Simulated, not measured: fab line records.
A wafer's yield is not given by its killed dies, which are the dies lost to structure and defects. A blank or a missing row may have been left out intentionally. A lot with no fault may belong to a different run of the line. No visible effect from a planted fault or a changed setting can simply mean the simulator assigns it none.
fab line records    flow sky130
record: lots: 24  wafers: 72  last-day: 50
route steps=708 shown METAL1@452 VIA1@478 METAL3@532 CAPM@537
lots that met no fault: from a run of the same line without faults
start-h: start of the lot's first displayed wafer, in hours after the record's first day    wait-h: hours since the lot's step before    " repeats the value in the row above    L1.1+2: one row covering several wafers at once    - no value, or no start given    * or withheld: withheld    < > ~ a bound
route shown NAME@n: names a module that has steps shown in the file, with the first one's number in the route    usual: average and standard deviation across the fault-free wafers    same: alike in all rows    chamber/n: place in a boat    sites: the reading at each site    _std_site: the standard deviation of these    _edge_site: mean of outer sites minus mean of inner sites    radius-mm: for every site, how far away it sits from the centre of the wafer    mask NAME#n: copy n    behind: the tool/chamber that last shaped the wafer    hold: cause of the lot's hold/its duration in hours/its outcome    device: the transistor (n, p or np) that didn't switch    end of line: at the end of the route, the tests of the same wafers    a step with no rows: only its recipe    killed: dies that structure and defects cost at the first sort, which is not the same as the wafer's yield    map: a wafer's dies, x killed, . not, _ none there
set.NAME: setting as actually run; set.NAME@STEP: the setting as run at that earlier step    model.NAME: the simulator's own value behind a step, which no gauge read
a sample of lots followed through the steps of the route, with each step as a table and each wafer as a row
services: the hour from which a tool's chamber was out of use, counted from the record's first day as start-h (under 0 if before that day), plus the number of hours and why
== steps ==
step: SKY_METAL1_ETCH_18
recipe: chemistry: N2/H2  target: BARC  ion-energy-ev: 200  bias-w: 100  pressure-mtorr: 30  n2-flow-sccm: 100  h2-flow-sccm: 200  icp-w: 500  stop-on: SiO2  time-s: 45.9  target-depth-a: 600
usual: drypump-motor-current-A: 5.85/0.21  oes-product-au: 0.854/0.0045  throttle-valve-pct: 13.224/0.0093
lot.wafer  tool          chamber  start-h  wait-h  drypump-motor-current-A  oes-product-au  rf-hours-counter-h  throttle-valve-pct
L074.1     rie-metal-04  0        762.02   0.0     5.78                     0.855           3                   13.241
L074.3     "             0        "        "       5.81                     0.857           -                   13.219
L074.5     "             1        "        "       5.64                     0.861           -                   13.202
L075.2     rie-metal-03  0        764.32   0.1     6.02                     0.864           -                   13.223
L075.3     "             0        "        "       5.98                     0.853           -                   13.223
L075.5     "             0        "        "       5.97                     0.851           -                   13.220
L076.2     rie-metal-03  0        778.62   0.1     5.98                     0.858           -                   13.245
L076.5     "             0        "        "       6.01                     0.861           -                   13.230
L076.6     "             0        "        "       5.99                     0.853           -                   13.215
L077.1     rie-metal-04  0        779.79   0.1     5.83                     0.862           3                   13.231
L077.4     "             0        "        "       5.81                     0.860           -                   13.224
L077.6     "             0        "        "       5.80                     0.852           -                   13.229
L078.1     rie-metal-04  0        791.65   0.1     5.83                     0.848           4                   13.217
L078.4     "             0        "        "       5.82                     0.856           -                   13.223
L078.6     "             0        "        "       5.83                     0.850           -                   13.234
L079.2     rie-metal-01  0        802.57   0.0     6.26                     0.852           9                   13.232
L079.4     "             0        "        "       6.28                     0.849           -                   13.218
L079.5     "             0        "        "       6.35                     0.858           -                   13.235
L080.2     rie-metal-04  0        809.17   0.0     5.80                     0.857           6                   13.222
L080.3     "             1        "        "       5.66                     0.848           -                   13.218
L080.5     "             0        "        "       5.79                     0.851           -                   13.226
L081.1     rie-metal-04  1        812.57   0.0     5.65                     0.846           0                   13.228
L081.3     "             0        "        "       5.80                     0.853           -                   13.224
L081.6     "             1        "        "       5.63                     0.851           -                   13.221
L083.2     rie-metal-04  1        846.81   0.0     5.60                     0.843           1                   13.211
L083.3     "             0        "        "       5.83                     0.854           -                   13.220
L083.5     "             1        "        "       5.64                     0.848           -                   13.217
L082.1     rie-metal-03  0        847.76   0.0     6.02                     0.853           16                  13.222
L082.2     "             1        "        "       5.61                     0.856           7                   13.216
L082.5     "             0        "        "       6.05                     0.851           -                   13.232
L085.2     rie-metal-04  0        849.47   0.0     5.82                     0.852           7                   13.216
L085.3     "             0        "        "       5.80                     0.851           -                   13.215
L085.6     "             1        "        "       5.62                     0.849           -                   13.234
L084.1     rie-metal-03  0        850.12   0.0     6.02                     0.861           16                  13.228
L084.2     "             1        "        "       5.63                     0.848           8                   13.201
L084.5     "             1        "        "       5.63                     0.865           -                   13.220
L086.2     rie-metal-03  1        854.36   0.0     5.62                     0.862           8                   13.220
L086.3     "             0        "        "       5.98                     0.856           -                   13.209
L086.5     "             0        "        "       6.01                     0.854           -                   13.227
L087.1     rie-metal-04  0        862.57   0.0     5.79                     0.855           8                   13.224
L087.2     "             1        "        "       5.63                     0.857           2                   13.238
L087.3     "             0        "        "       5.81                     0.859           -                   13.236
L088.1     rie-metal-04  0        872.17   0.0     5.81                     0.846           8                   13.220
L088.2     "             1        "        "       5.63                     0.856           2                   13.219
L088.6     "             1        "        "       5.64                     0.857           -                   13.222
L089.1     rie-metal-04  1        883.01   0.0     5.62                     0.857           3                   13.224
L089.2     "             0        "        "       5.82                     0.856           9                   13.216
L089.4     "             1        "        "       5.63                     0.855           -                   13.231
L090.3     rie-metal-03  0        883.19   0.0     6.03                     0.853           -                   13.225
L090.5     "             0        "        "       6.00                     0.854           -                   13.228
L090.6     "             1        "        "       5.65                     0.854           -                   13.218
L092.2     rie-metal-01  1        893.22   0.0     6.06                     0.855           1                   13.242
L092.3     "             1        "        "       6.06                     0.862           -                   13.221
L092.6     "             1        "        "       6.08                     0.852           -                   13.225
L091.3     rie-metal-03  0        894.19   0.0     6.06                     0.853           -                   13.213
L091.4     "             1        "        "       5.63                     0.857           -                   13.221
L091.6     "             1        "        "       5.61                     0.847           -                   13.223
L093.1     rie-metal-03  0        900.22   0.0     5.99                     0.860           19                  13.234
L093.2     "             1        "        "       5.62                     0.852           10                  13.221
L093.5     "             1        "        "       5.62                     0.861           -                   13.217
L094.2     rie-metal-04  1        904.77   0.1     5.63                     0.856           -                   13.228
L094.3     "             1        "        "       5.61                     0.855           -                   13.229
L094.4     "             1        "        "       5.66                     0.853           -                   13.216
L095.1     rie-metal-01  1        911.71   0.0     6.08                     0.859           2                   13.232
L095.3     "             1        "        "       6.07                     0.856           -                   13.224
L095.5     "             1        "        "       6.11                     0.850           -                   13.241
L096.1     rie-metal-01  1        923.92   0.0     6.05                     0.853           3                   13.233
L096.3     "             0        "        "       6.29                     0.852           -                   13.241
L096.4     "             1        "        "       6.05                     0.858           -                   13.224
L097.2     rie-metal-03  0        926.42   0.0     5.98                     0.855           20                  13.228
L097.4     "             1        "        "       5.63                     0.847           -                   13.217
L097.5     "             1        "        "       5.62                     0.857           -                   13.225
step: SKY_VIA1_SPUTTER_20
recipe: material: TiN  target-thk-nm: 20  chamber-pressure-pa: 5  power-w: 4000  time-s: 80
usual: throttle-valve-pct: 29.7/0.87
lot.wafer  tool            chamber  start-h  wait-h  throttle-valve-pct
L074.1     pvd-sputter-04  -        791.46   0.0     27.5
L074.3     "               -        "        "       31.2
L074.5     "               -        "        "       30.4
L075.2     pvd-sputter-02  -        793.50   0.0     30.0
L075.3     "               -        "        "       29.6
L075.5     "               -        "        "       29.1
L076.2     pvd-sputter-02  -        807.42   0.0     29.9
L076.5     "               -        "        "       29.1
L076.6     "               -        "        "       30.0
L077.1     pvd-sputter-04  -        808.58   0.0     27.6
L077.4     "               -        "        "       31.1
L077.6     "               -        "        "       29.9
L078.1     pvd-sputter-02  -        820.32   0.0     29.3
L078.4     "               -        "        "       30.0
L078.6     "               -        "        "       29.6
L079.2     pvd-sputter-03  -        831.36   0.0     29.8
L079.4     "               -        "        "       29.7
L079.5     "               -        "        "       29.8
L080.2     pvd-sputter-02  -        838.75   0.0     30.0
L080.3     "               -        "        "       29.9
L080.5     "               -        "        "       29.3
L081.1     pvd-sputter-02  -        841.65   0.0     29.9
L081.3     "               -        "        "       29.9
L081.6     "               -        "        "       29.4
L083.2     pvd-sputter-02  -        874.62   0.0     29.2
L083.3     "               -        "        "       29.4
L083.5     "               -        "        "       29.9
L082.1     pvd-sputter-04  -        875.57   0.0     27.5
L082.2     "               -        "        "       30.8
L082.5     "               -        "        "       30.8
L085.2     pvd-sputter-03  -        876.87   0.0     29.8
L085.3     "               -        "        "       29.9
L085.6     "               -        "        "       31.0
L084.1     pvd-sputter-04  -        877.75   0.0     29.6
L084.2     "               -        "        "       27.2
L084.5     "               -        "        "       31.4
L086.2     pvd-sputter-03  -        882.27   0.0     29.7
L086.3     "               -        "        "       30.2
L086.5     "               -        "        "       29.4
L087.1     pvd-sputter-02  -        889.20   0.0     30.0
L087.2     "               -        "        "       29.3
L087.3     "               -        "        "       29.6
L088.1     pvd-sputter-02  -        900.00   0.0     29.8
L088.2     "               -        "        "       29.2
L088.6     "               -        "        "       29.7
L089.1     pvd-sputter-04  -        910.26   0.0     29.6
L089.2     "               -        "        "       27.3
L089.4     "               -        "        "       31.1
L090.3     pvd-sputter-02  -        910.57   0.0     29.6
L090.5     "               -        "        "       29.7
L090.6     "               -        "        "       29.5
L092.2     pvd-sputter-02  -        920.67   0.0     29.9
L092.3     "               -        "        "       29.7
L092.6     "               -        "        "       29.9
L091.3     pvd-sputter-04  -        921.32   0.0     31.0
L091.4     "               -        "        "       29.6
L091.6     "               -        "        "       27.6
L093.1     pvd-sputter-03  -        928.22   0.0     29.6
L093.2     "               -        "        "       30.1
L093.5     "               -        "        "       30.7
L094.2     pvd-sputter-04  -        931.87   0.0     29.5
L094.3     "               -        "        "       27.4
L094.4     "               -        "        "       30.6
L095.1     pvd-sputter-03  -        939.00   0.0     30.9
L095.3     "               -        "        "       29.6
L095.5     "               -        "        "       29.5
L096.1     pvd-sputter-02  -        950.45   0.0     29.3
L096.3     "               -        "        "       29.8
L096.4     "               -        "        "       29.9
L097.2     pvd-sputter-02  -        952.60   0.0     30.0
L097.4     "               -        "        "       29.6
L097.5     "               -        "        "       30.3
step: SKY_METAL3_SPUTTER_00
recipe: material: Ti  target-thk-nm: 15  power-w: 3000  time-s: 10  chamber-pressure-pa: 0.4
usual: throttle-valve-pct: 30.3/0.97
lot.wafer  tool            chamber  start-h  wait-h  throttle-valve-pct
L074.1     pvd-sputter-03  -        848.15   0.2     30.0
L074.3     "               -        "        "       29.5
L074.5     "               -        "        "       29.8
L075.2     pvd-sputter-04  -        850.18   0.2     30.6
L075.3     "               -        "        "       30.9
L075.5     "               -        "        "       30.5
L076.2     pvd-sputter-03  -        863.71   0.2     29.6
L076.5     "               -        "        "       29.7
L076.6     "               -        "        "       30.0
L077.1     pvd-sputter-03  -        864.86   0.2     29.6
L077.4     "               -        "        "       29.7
L077.6     "               -        "        "       29.7
L078.1     pvd-sputter-04  -        876.60   0.1     30.8
L078.4     "               -        "        "       29.5
L078.6     "               -        "        "       30.8
L079.2     pvd-sputter-01  -        886.30   0.2     30.6
L079.4     "               -        "        "       31.4
L079.5     "               -        "        "       31.4
L080.2     pvd-sputter-01  -        894.36   0.2     31.4
L080.3     "               -        "        "       31.4
L080.5     "               -        "        "       30.0
L081.1     pvd-sputter-04  -        896.17   0.2     27.5
L081.3     "               -        "        "       31.2
L081.6     "               -        "        "       30.4
L083.2     pvd-sputter-01  -        929.40   0.1     30.8
L083.3     "               -        "        "       30.9
L083.5     "               -        "        "       30.3
L082.1     pvd-sputter-04  -        930.34   0.1     30.5
L082.2     "               -        "        "       29.6
L082.5     "               -        "        "       30.8
L085.2     pvd-sputter-01  -        932.05   0.1     29.8
L085.3     "               -        "        "       30.8
L085.6     "               -        "        "       31.2
L084.1     pvd-sputter-04  -        932.40   0.1     30.7
L084.2     "               -        "        "       27.5
L084.5     "               -        "        "       30.7
L086.2     pvd-sputter-03  -        936.25   0.2     30.9
L086.3     "               -        "        "       29.7
L086.5     "               -        "        "       30.7
L087.1     pvd-sputter-03  -        942.10   0.2     29.5
L087.2     "               -        "        "       30.1
L087.3     "               -        "        "       30.6
L088.1     pvd-sputter-01  -        953.10   0.1     31.2
L088.2     "               -        "        "       30.7
L088.6     "               -        "        "       30.7
L089.1     pvd-sputter-01  -        963.25   0.1     30.9
L089.2     "               -        "        "       31.1
L089.4     "               -        "        "       30.8
L090.3     pvd-sputter-04  -        963.44   0.2     27.5
L090.5     "               -        "        "       30.6
L090.6     "               -        "        "       29.5
L092.2     pvd-sputter-01  -        973.27   0.1     30.7
L092.3     "               -        "        "       31.4
L092.6     "               -        "        "       31.1
L091.3     pvd-sputter-01  -        973.96   0.1     30.7
L091.4     "               -        "        "       31.2
L091.6     "               -        "        "       30.6
L093.1     pvd-sputter-01  -        979.95   0.1     30.9
L093.2     "               -        "        "       31.4
L093.5     "               -        "        "       31.0
L094.2     pvd-sputter-04  -        984.62   0.1     29.4
L094.3     "               -        "        "       27.2
L094.4     "               -        "        "       31.2
L095.1     pvd-sputter-01  -        991.10   0.2     30.1
L095.3     "               -        "        "       31.5
L095.5     "               -        "        "       29.8
L096.1     pvd-sputter-01  -        1001.25  0.1     31.4
L096.3     "               -        "        "       31.2
L096.4     "               -        "        "       30.5
L097.2     pvd-sputter-04  -        1003.70  0.1     31.1
L097.4     "               -        "        "       27.5
L097.5     "               -        "        "       30.8
step: SKY_CAPM_CVD_00
recipe: material: SiO2  target-thk-nm: 15.5  temp-c: 400  time-s: withheld  rf-w: 450
usual: heater-power-outer-w: 469/79  heater-power-w: 769/98
lot.wafer  tool      chamber  start-h  wait-h  heater-power-outer-w  heater-power-w
L074.1     pecvd-01  2        848.31   0.0     426                   719
L074.3     "         1        "        "       482                   775
L074.5     "         1        "        "       486                   779
L075.2     pecvd-02  0        850.34   0.0     479                   858
L075.3     "         2        "        "       679                   953
L075.5     "         0        "        "       490                   894
L076.2     pecvd-01  2        863.88   0.0     432                   734
L076.5     "         1        "        "       422                   708
L076.6     "         2        "        "       443                   740
L077.1     pecvd-02  1        865.03   0.0     406                   731
L077.4     "         2        "        "       624                   884
L077.6     "         1        "        "       414                   727
L078.1     pecvd-02  1        876.76   0.0     353                   650
L078.4     "         1        "        "       359                   679
L078.6     "         1        "        "       357                   665
L079.2     pecvd-01  2        886.46   0.0     492                   815
L079.4     "         2        "        "       492                   834
L079.5     "         2        "        "       501                   799
L080.2     pecvd-02  2        894.51   0.0     568                   812
L080.3     "         1        "        "       421                   757
L080.5     "         2        "        "       574                   824
L081.1     pecvd-03  0        896.33   0.0     501                   808
L081.3     "         0        "        "       476                   812
L081.6     "         0        "        "       497                   812
L083.2     pecvd-03  1        929.55   0.0     365                   590
L083.3     "         2        "        "       477                   762
L083.5     "         0        "        "       430                   712
L082.1     pecvd-02  0        930.49   0.0     489                   891
L082.2     "         2        "        "       657                   906
L082.5     "         0        "        "       477                   883
L085.2     pecvd-01  2        932.20   0.0     417                   743
L085.3     "         0        "        "       466                   716
L085.6     "         0        "        "       462                   718
L084.1     pecvd-03  0        932.55   0.0     510                   818
L084.2     "         2        "        "       540                   862
L084.5     "         2        "        "       543                   835
L086.2     pecvd-01  1        936.41   0.0     486                   782
L086.3     "         0        "        "       402                   628
L086.5     "         1        "        "       490                   774
L087.1     pecvd-02  0        942.25   0.0     491                   919
L087.2     "         1        "        "       419                   745
L087.3     "         2        "        "       670                   980
L088.1     pecvd-03  1        953.26   0.0     324                   549
L088.2     "         2        "        "       501                   767
L088.6     "         2        "        "       495                   816
L089.1     pecvd-01  0        963.40   0.0     444                   698
L089.2     "         1        "        "       466                   756
L089.4     "         2        "        "       501                   840
L090.3     pecvd-02  2        963.59   0.0     576                   818
L090.5     "         1        "        "       446                   781
L090.6     "         2        "        "       563                   807
L092.2     pecvd-02  1        973.43   0.0     451                   797
L092.3     "         2        "        "       632                   881
L092.6     "         2        "        "       637                   896
L091.3     pecvd-01  2        974.12   0.0     410                   704
L091.4     "         1        "        "       486                   761
L091.6     "         2        "        "       400                   723
L093.1     pecvd-01  1        980.10   0.0     432                   694
L093.2     "         2        "        "       404                   714
L093.5     "         1        "        "       430                   695
L094.2     pecvd-01  0        984.77   0.0     452                   723
L094.3     "         2        "        "       460                   795
L094.4     "         2        "        "       469                   805
L095.1     pecvd-01  1        991.25   0.0     468                   765
L095.3     "         0        "        "       376                   620
L095.5     "         0        "        "       392                   616
L096.1     pecvd-02  2        1001.40  0.0     637                   906
L096.3     "         1        "        "       403                   722
L096.4     "         2        "        "       623                   908
L097.2     pecvd-01  0        1003.85  0.0     372                   599
L097.4     "         2        "        "       403                   723
L097.5     "         1        "        "       467                   760
step: SKY_CAPM_THK_MEAS_04
recipe: thk-meas-gauge: xrf  reads: TiN_of_CAPM_SPUTTER_02
usual: CAPM_TIN_THK: 197.7/2.5
lot.wafer  tool           chamber  start-h  wait-h  CAPM_TIN_THK[nm]
L074.1     film-metro-02  -        848.73   0.1     198.3
L074.3     "              -        "        "       199.4
L074.5     "              -        "        "       200.4
L075.2     film-metro-01  -        850.67   0.1     199.7
L075.3     "              -        "        "       200.1
L075.5     "              -        "        "       199.7
L076.2     film-metro-01  -        864.21   0.1     200.4
L076.5     "              -        "        "       202.9
L076.6     "              -        "        "       201.2
L077.1     film-metro-03  -        865.34   0.1     198.6
L077.4     "              -        "        "       197.5
L077.6     "              -        "        "       200.6
L078.1     film-metro-02  -        877.08   0.1     196.9
L078.4     "              -        "        "       198.8
L078.6     "              -        "        "       196.9
L079.2     film-metro-03  -        886.79   0.1     194.8
L079.4     "              -        "        "       197.6
L079.5     "              -        "        "       200.5
L080.2     film-metro-01  -        894.85   0.1     201.6
L080.3     "              -        "        "       197.6
L080.5     "              -        "        "       198.4
L081.1     film-metro-03  -        896.65   0.1     199.9
L081.3     "              -        "        "       202.6
L081.6     "              -        "        "       199.9
L083.2     film-metro-03  -        929.88   0.1     198.2
L083.3     "              -        "        "       198.6
L083.5     "              -        "        "       199.1
L082.1     film-metro-02  -        930.82   0.1     194.9
L082.2     "              -        "        "       194.8
L082.5     "              -        "        "       195.3
L085.2     film-metro-02  -        932.53   0.1     197.6
L085.3     "              -        "        "       197.6
L085.6     "              -        "        "       198.6
L084.1     film-metro-03  -        932.87   0.1     196.7
L084.2     "              -        "        "       194.9
L084.5     "              -        "        "       196.8
L086.2     film-metro-03  -        936.73   0.1     196.7
L086.3     "              -        "        "       193.4
L086.5     "              -        "        "       197.0
L087.1     film-metro-03  -        942.57   0.1     199.1
L087.2     "              -        "        "       196.6
L087.3     "              -        "        "       196.7
L088.1     film-metro-01  -        953.58   0.1     194.3
L088.2     "              -        "        "       197.8
L088.6     "              -        "        "       194.8
L089.1     film-metro-02  -        963.72   0.1     199.2
L089.2     "              -        "        "       197.5
L089.4     "              -        "        "       195.5
L090.3     film-metro-01  -        963.92   0.1     194.6
L090.5     "              -        "        "       193.0
L090.6     "              -        "        "       196.9
L092.2     film-metro-01  -        973.75   0.1     203.5
L092.3     "              -        "        "       201.1
L092.6     "              -        "        "       203.3
L091.3     film-metro-02  -        974.45   0.1     197.0
L091.4     "              -        "        "       194.0
L091.6     "              -        "        "       195.8
L093.1     film-metro-01  -        980.41   0.1     199.6
L093.2     "              -        "        "       197.2
L093.5     "              -        "        "       199.6
L094.2     film-metro-02  -        985.09   0.1     197.4
L094.3     "              -        "        "       197.9
L094.4     "              -        "        "       198.2
L095.1     film-metro-03  -        991.56   0.1     193.0
L095.3     "              -        "        "       195.9
L095.5     "              -        "        "       195.0
L096.1     film-metro-01  -        1001.71  0.1     197.2
L096.3     "              -        "        "       196.2
L096.4     "              -        "        "       199.6
L097.2     film-metro-03  -        1004.17  0.1     195.2
L097.4     "              -        "        "       201.9
L097.5     "              -        "        "       196.3
step: SKY_CAPM_OVL_MEAS_12
usual: CAPM_OVL: -0.7/1.5
lot.wafer  tool        chamber  start-h  wait-h  CAPM_OVL[nm]
L074.1     overlay-02  -        874.33   0.1     0.0
L074.3     "           -        "        "       -1.0
L074.5     "           -        "        "       0.9
L075.2     overlay-02  -        875.69   0.1     1.0
L075.3     "           -        "        "       2.0
L075.5     "           -        "        "       1.5
L076.2     overlay-01  -        889.53   0.1     0.7
L076.5     "           -        "        "       -1.2
L076.6     "           -        "        "       0.4
L077.1     overlay-02  -        891.28   0.1     -0.7
L077.4     "           -        "        "       -4.6
L077.6     "           -        "        "       -1.3
L078.1     overlay-02  -        902.43   0.1     -2.8
L078.4     "           -        "        "       -0.5
L078.6     "           -        "        "       -0.6
L079.2     overlay-02  -        911.48   0.1     -1.2
L079.4     "           -        "        "       -2.7
L079.5     "           -        "        "       -1.0
L080.2     overlay-02  -        919.54   0.1     -3.1
L080.3     "           -        "        "       -2.2
L080.5     "           -        "        "       -2.5
L081.1     overlay-02  -        920.93   0.1     0.9
L081.3     "           -        "        "       -0.3
L081.6     "           -        "        "       -0.2
L083.2     overlay-01  -        954.28   0.1     -0.4
L083.3     "           -        "        "       1.1
L083.5     "           -        "        "       0.0
L082.1     overlay-01  -        955.58   0.1     -1.8
L082.2     "           -        "        "       0.0
L082.5     "           -        "        "       -2.3
L085.2     overlay-02  -        956.29   0.1     1.9
L085.3     "           -        "        "       2.2
L085.6     "           -        "        "       2.9
L084.1     overlay-01  -        956.58   0.1     -1.7
L084.2     "           -        "        "       -3.1
L084.5     "           -        "        "       -2.5
L086.2     overlay-01  -        960.59   0.1     -1.4
L086.3     "           -        "        "       -0.2
L086.5     "           -        "        "       -0.8
L087.1     overlay-01  -        966.43   0.1     -1.0
L087.2     "           -        "        "       -1.4
L087.3     "           -        "        "       -1.5
L088.1     overlay-01  -        976.78   0.1     -0.9
L088.2     "           -        "        "       -1.7
L088.6     "           -        "        "       -1.7
L089.1     overlay-01  -        987.38   0.1     -0.8
L089.2     "           -        "        "       0.0
L089.4     "           -        "        "       -1.2
L090.3     overlay-02  -        987.64   0.1     -2.2
L090.5     "           -        "        "       -0.7
L090.6     "           -        "        "       -2.4
L092.2     overlay-02  -        995.79   0.1     -1.7
L092.3     "           -        "        "       -2.1
L092.6     "           -        "        "       -2.4
L091.3     overlay-01  -        996.99   0.1     0.3
L091.4     "           -        "        "       -0.4
L091.6     "           -        "        "       -1.5
L093.1     overlay-02  -        1003.58  0.1     -0.2
L093.2     "           -        "        "       -1.8
L093.5     "           -        "        "       -1.5
L094.2     overlay-02  -        1008.14  0.1     -1.1
L094.3     "           -        "        "       1.4
L094.4     "           -        "        "       -0.3
L095.1     overlay-01  -        1014.88  0.1     0.0
L095.3     "           -        "        "       0.6
L095.5     "           -        "        "       1.8
L096.1     overlay-02  -        1024.13  0.1     -1.3
L096.3     "           -        "        "       -0.3
L096.4     "           -        "        "       1.1
L097.2     overlay-02  -        1026.68  0.1     -0.3
L097.4     "           -        "        "       -0.4
L097.5     "           -        "        "       -2.4
== services ==
tool            chamber  start-h  hours  kind
pvd-sputter-04  -        751.78   2.7    repair
pecvd-01        -        780.40   0.8    pm
pecvd-01        -        797.65   1.4    repair
pecvd-01        -        823.47   2.8    pm
pvd-sputter-03  -        825.22   1.5    repair
pecvd-01        1        838.63   5.0    repair
pecvd-02        -        838.65   2.4    repair
rie-metal-01    1        852.15   1.1    repair
pvd-sputter-02  -        853.85   2.6    repair
pvd-sputter-02  -        855.79   0.5    repair
pecvd-02        2        871.81   18.3   repair
pvd-sputter-03  -        873.51   0.6    repair
pecvd-03        -        883.81   2.4    repair
pecvd-02        0        884.36   19.3   repair
pvd-sputter-04  -        886.36   7.0    repair
pvd-sputter-01  -        889.57   2.6    repair
rie-metal-04    0        903.35   16.0   repair
pecvd-02        -        905.52   6.0    pm
pvd-sputter-04  -        916.22   3.0    repair
pecvd-02        -        926.92   2.8    pm
pecvd-01        -        940.61   5.5    pm
pvd-sputter-04  1        944.77   -      consumable-replace:kit
rie-metal-03    1        975.72   3.4    repair
rie-metal-03    0        1003.19  18.2   repair
== key ==
fault none
